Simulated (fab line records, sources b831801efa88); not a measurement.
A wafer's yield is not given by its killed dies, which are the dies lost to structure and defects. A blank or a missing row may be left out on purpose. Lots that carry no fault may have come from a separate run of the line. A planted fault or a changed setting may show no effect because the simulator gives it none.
Chamber matching -- flow gf180mcu -- GF_V5_CMP_04 on cmp-01: 4 sister chambers
The step polishes SiO2. 16 wafers are shown with their chamber, then 8 later ones without.

## WAFERS, EACH WITH ITS CHAMBER
wafer,chamber,motor-current-A (A)
L289.1,2,13.7
L289.2,1,12.0
L289.4,3,11.6
L290.2,1,12.0
L290.3,3,12.0
L290.4,2,13.7
L291.2,1,12.3
L291.3,2,13.8
L291.6,0,10.9
L292.3,0,11.7
L292.4,2,13.2
L292.5,3,12.1
L304.2,1,11.6
L304.3,3,11.0
L304.6,0,11.3
L306.1,0,11.5

SIGNATURES (averages over the wafers above)
reading,chamber 0,chamber 1,chamber 2,chamber 3,scatter within a chamber
motor-current-A,11.350,11.975,13.600,11.675,0.361
Rule: a wafer's distance from a chamber is the root of the sum, over the readings, of the square of ((its reading less the chamber's mean) divided by the reading's scatter). If the next closest chamber is less than 2 further off than the closest, the wafer can't be placed; otherwise it belongs to the closest. The scatter: the root of (the sum of the squares of (reading less its chamber's mean) over the shown wafers, divided by (wafers less chambers)).

## WAFERS WITH NO CHAMBER GIVEN
wafer,motor-current-A (A)
L306.4,11.9
L306.6,11.8
L309.3,14.1
L309.5,11.5
L309.6,12.4
L311.2,13.8
L311.3,11.3
L311.6,11.5

## CHAMBER TAKEN BY EACH
wafer,from the rows above,in truth
L306.4,can't be placed: 1 or 3 or 0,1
L306.6,can't be placed: 3 or 1 or 0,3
L309.3,2,2
L309.5,can't be placed: 0 or 3 or 1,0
L309.6,can't be placed: 1 or 3 or 0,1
L311.2,2,2
L311.3,can't be placed: 0 or 3 or 1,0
L311.6,can't be placed: 0 or 3 or 1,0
Correct placement for 2 of the 8. Can't be placed from these rows: 6 (the true chamber is among the candidates in 6). 0 placed wrongly.
